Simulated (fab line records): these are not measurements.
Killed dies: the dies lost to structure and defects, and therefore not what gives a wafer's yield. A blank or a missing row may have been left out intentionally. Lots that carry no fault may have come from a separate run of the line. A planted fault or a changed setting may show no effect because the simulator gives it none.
Chamber matching / flow gf180mcu / GF_CONTACT_CMP_04 on cmp-01: 3 sister chambers
The step polishes SiO2. 6 wafers are shown with their chamber, then 4 later ones without.

## WAFERS PAIRED WITH THEIR CHAMBERS
wafer=L378.1; chamber=0; motor current A (A)=12.1; time to endpoint s (s)=106
wafer=L380.6; chamber=0; motor current A (A)=12.4; time to endpoint s (s)=98
wafer=L381.5; chamber=2; motor current A (A)=11.2; time to endpoint s (s)=110
wafer=L397.1; chamber=2; motor current A (A)=12.2; time to endpoint s (s)=113
wafer=L397.2; chamber=3; motor current A (A)=10.0; time to endpoint s (s)=105
wafer=L397.6; chamber=3; motor current A (A)=10.5; time to endpoint s (s)=113

## WAFERS WHOSE CHAMBER IS MISSING
wafer=L398.1; motor current A (A)=11.1; time to endpoint s (s)=115
wafer=L398.5; motor current A (A)=12.9; time to endpoint s (s)=115
wafer=L399.2; motor current A (A)=11.3; time to endpoint s (s)=104
wafer=L399.3; motor current A (A)=10.9; time to endpoint s (s)=106

## EACH ONE'S CHAMBER
wafer=L398.1; from the rows above=can't be placed: 2 or 3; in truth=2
wafer=L398.5; from the rows above=can't be placed: 2 or 0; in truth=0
wafer=L399.2; from the rows above=can't be placed: 2 or 0 or 3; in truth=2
wafer=L399.3; from the rows above=can't be placed: 3 or 2 or 0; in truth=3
0 of 4 placed correctly. Cannot be placed on the basis of these rows: 4; the candidates contain the true chamber in 4. Number placed wrongly: 0.
How it was worked out, from the rows above alone: a wafer's distance from a chamber is the root of the sum, over the readings, of the square of ((its reading less the chamber's mean) divided by the reading's scatter). If the next closest chamber is less than 2 further off than the closest, the wafer can't be placed; otherwise it belongs to the closest. A chamber's mean is the mean of its shown wafers. The scatter: take each reading less its chamber's mean, square it, sum over the shown wafers, divide by the number of wafers less the number of chambers, and take the root.
